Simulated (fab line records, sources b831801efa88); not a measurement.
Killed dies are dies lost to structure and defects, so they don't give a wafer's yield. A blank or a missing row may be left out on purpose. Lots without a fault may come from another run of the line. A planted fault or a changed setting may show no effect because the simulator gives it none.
Which tool did it? | flow sky130 | 7 lots, 21 wafers sampled, at 3 steps of a route of 708

WHAT THE GAUGES READ, wafer by wafer
SKY_NWELL_OVL_MEAS_10.
lot  | measured     | on         | NWELL_00_OVL (nm)
L871 | day 4 22:20  | overlay-01 | 1.2 0.3 1.6
L874 | day 5 16:51  | overlay-01 | -1.9 -1.0 -0.4
L882 | day 7 18:11  | overlay-02 | - - -
L884 | day 8 04:20  | overlay-01 | -0.3 0.1 -0.4
L886 | day 8 15:58  | overlay-01 | -0.3 2.2 1.9
L889 | day 9 10:59  | overlay-01 | -0.8 -1.1 -2.1
L891 | day 10 05:14 | overlay-01 | -1.9 -2.7 -1.0

WHICH TOOL RAN EACH LOT (tool, then ch and the chambers of the sampled wafers, then the start)
lot  | SKY_PWDE_STRIP_09                   | SKY_NWELL_COAT_05
L871 | plasma_asher-01 ch 0,1, day 4 05:22 | litho_track-01 ch 0, day 4 13:13
L874 | plasma_asher-04 ch 0,1, day 4 23:53 | litho_track-03 ch 0, day 5 08:02
L882 | plasma_asher-01 ch 0,1, day 6 23:14 | litho_track-01, day 7 08:31
L884 | plasma_asher-04 ch 0,1, day 7 08:32 | litho_track-01 ch 0, day 7 17:54
L886 | plasma_asher-04 ch 0,1, day 7 19:36 | litho_track-01 ch 0, day 8 05:13
L889 | plasma_asher-03 ch 0,1, day 8 13:03 | litho_track-01 ch 0, day 8 23:55
L891 | plasma_asher-03 ch 0,1, day 9 06:56 | litho_track-02 ch 0, day 9 17:35
- SKY_PWDE_STRIP_09: strips in O2/N2.
- SKY_NWELL_COAT_05: resist thk 3000 nm.

THE ANSWER, worked out from the rows above alone
Rule: what is usual is taken from the lots themselves. Put in order of their means at a reading, lots are off if they are a third of the lots or fewer, leave a main group of 4 or more, and stand apart from it by a gap of 3 or more times the standard deviation of the main group's means; of several such gaps the widest counts. A main group whose means are all the same, to the digits that the tables above print for the reading, isn't used. A lot without any number at a reading at which 4 lots or more have one is off too. The other lots that the step has rows for count as sound.
Off: L882, at SKY_NWELL_OVL_MEAS_10 (NWELL_00_OVL). Without a number there: L882. The main group: mean -0.4 nm, standard deviation 1.2.
A tool fits if, at a process step before that reading, it ran every lot that is off, and no sound lot after the first of them. The gauges at SKY_NWELL_OVL_MEAS_10 are tried like those tools. Can't be told from this: 2 tools fit, plasma_asher-01 at SKY_PWDE_STRIP_09, overlay-02 at SKY_NWELL_OVL_MEAS_10.

WHAT THE SIMULATOR HAD PUT IN
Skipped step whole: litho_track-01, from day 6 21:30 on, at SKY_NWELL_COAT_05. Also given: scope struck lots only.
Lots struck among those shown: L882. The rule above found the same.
